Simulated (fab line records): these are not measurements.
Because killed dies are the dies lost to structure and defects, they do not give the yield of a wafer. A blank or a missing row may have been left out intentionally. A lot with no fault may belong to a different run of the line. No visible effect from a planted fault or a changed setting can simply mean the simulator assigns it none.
Lot-split experiment | flow sfq-line | 23 wafers read across 5 lots, on a route 325 steps long

## SPLIT DETAILS
At SFQ_TRILAYER_I3_VIA_LITHO_PEB_088 (peb time 60 s), the setting peb-temp-c was moved away from the recipe's 115 C on 9 of the 23 wafers read, by -3.0% to +1.7%. All remaining wafers had this setting at the recipe value.

## FROM THE SPLIT TO THE READING: what the file shows between them, 2 steps
- SFQ_TRILAYER_I3_VIA_LITHO_DEVELOP_087: time 60 s
- SFQ_TRILAYER_I3_VIA_BARC_OPEN_VIA_ETCH_121: etches BARC in O2, target depth 125 nm, time 41.7 s

## THE READING
I3.cd-nm (the simulator's own value, which no gauge read), in nm, at SFQ_TRILAYER_I3_VIA_ETCH_VIA_ETCH_088 (etches SiO2 in CHF3, stops on Nb, target depth 260 nm). The file does not state a usual value for it. The 14 wafers here that ran the recipe average 499.9 nm, standard deviation 2.2 nm.

wafer  | tool, chamber at the split | peb-temp-c as run, C | against the recipe | I3.cd-nm, nm | against lot-mates on the recipe
L074.1 | litho-track-02, 0          | 115                  | recipe             | 496.7        | -
L074.2 | litho-track-02, 0          | 115                  | recipe             | 501.1        | -
L074.3 | litho-track-02, 0          | 112.4                | -2.3%              | 446.5        | -52.9
L074.5 | litho-track-02, 0          | 115                  | recipe             | 500.5        | -
L074.6 | litho-track-02, 0          | 112.4                | -2.3%              | 446          | -53.4
L077.2 | litho-track-01, 0          | 117                  | +1.7%              | 530.9        | +30.8
L077.3 | litho-track-01, 0          | 115                  | recipe             | 500          | -
L077.4 | litho-track-01, 0          | 117                  | +1.7%              | 535          | +34.9
L077.5 | litho-track-01, 0          | 115                  | recipe             | 500.8        | -
L077.6 | litho-track-01, 0          | 115                  | recipe             | 499.5        | -
L081.1 | litho-track-01, 0          | 111.6                | -3.0%              | 429.9        | -71.7
L081.2 | litho-track-01, 0          | 115                  | recipe             | 501          | -
L081.3 | litho-track-01, 0          | 111.6                | -3.0%              | 430.3        | -71.3
L081.4 | litho-track-01, 0          | 111.6                | -3.0%              | 433.5        | -68.1
L081.5 | litho-track-01, 0          | 115                  | recipe             | 502.2        | -
L082.2 | litho-track-03, 0          | 115                  | recipe             | 496.7        | -
L082.3 | litho-track-03, 0          | 115                  | recipe             | 497          | -
L082.4 | litho-track-03, 0          | 115                  | recipe             | 497.5        | -
L085.1 | litho-track-03, 0          | 116.4                | +1.2%              | 525.7        | +23.8
L085.2 | litho-track-03, 0          | 115                  | recipe             | 504.5        | -
L085.3 | litho-track-03, 0          | 115                  | recipe             | 500.7        | -
L085.5 | litho-track-03, 0          | 116.4                | +1.2%              | 525.9        | +24.0
L085.6 | litho-track-03, 0          | 115                  | recipe             | 500.5        | -

THE FIT
A straight line over all 23 wafers: I3.cd-nm changes by +22.5 nm for each +1% of peb-temp-c; r = +1.00; the points scatter about the line by 2.7 nm.
The same after taking each lot's own level away (the mean of its wafers on the recipe; 23 wafers): +22.6 nm for each +1%; r = +1.00; scatter 2.6 nm.
The reading moves by 67 nm for the largest change in peb-temp-c, on that fit.
Across the lots, their own levels run from 497.07 to 501.90 nm, a range of 2.2 times the standard deviation given above.
The two slopes are in agreement: the lot-to-lot level therefore moves the slope only a little.
Check: -67.3 nm against its lot-mates is what the line predicts for one of the wafers moved furthest among these (-3.0%) when that wafer is left out of the fit. Against them it came out at -71.7 nm.

## OTHER SPLITS ON THESE WAFERS
Other splits were also applied to these wafers ahead of the reading. Each is held against what the fit with the lots' levels taken away leaves over:
other split on the same wafers                      | wafers away from the commonest value | r with I3.cd-nm (lot level and that fit taken away)
SFQ_TRILAYER_I1_VIA_BARC_OPEN_VIA_ETCH_071 source-w | 10                                   | +0.08
SFQ_TRILAYER_M2_LITHO_COAT_062 resist-thk-nm        | 9                                    | +0.10
SFQ_TRILAYER_M2_LITHO_PEB_060 peb-time-s            | 4                                    | +0.20
SFQ_TRILAYER_M2_ETCH_METAL_ETCH_060 time-s          | 8                                    | +0.14
SFQ_TRILAYER_M3_LITHO_COAT_080 resist-thk-nm        | 8                                    | -0.06
SFQ_TRILAYER_M3_LITHO_COAT_075 spin-rpm             | 8                                    | +0.23
SFQ_TRILAYER_M3_BARC_OPEN_METAL_ETCH_100 icp-w      | 5                                    | +0.02
SFQ_TRILAYER_I3_VIA_LITHO_COAT_085 resist-thk-nm    | 5                                    | -0.28

## THE WHOLE CHAIN: every reading that the file lists as answering this split, in the file's order
step                                       | what it does                                          | reading                                                   | change (the file's fit)              | r (the file's)
SFQ_TRILAYER_I3_VIA_BARC_OPEN_VIA_ETCH_121 | etches BARC in O2, target depth 125 nm, time 41.7 s   | I3.cd-nm (the simulator's own value, which no gauge read) | +22.3 nm for each +1% of the setting | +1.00
SFQ_TRILAYER_I3_VIA_ETCH_VIA_ETCH_088      | etches SiO2 in CHF3, stops on Nb, target depth 260 nm | I3.cd-nm (the simulator's own value, which no gauge read) | +22.6 nm for each +1% of the setting | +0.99

## FILE'S OWN FIT
I3.cd-nm changes by +22.6 nm for each +1% of peb-temp-c, r = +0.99.
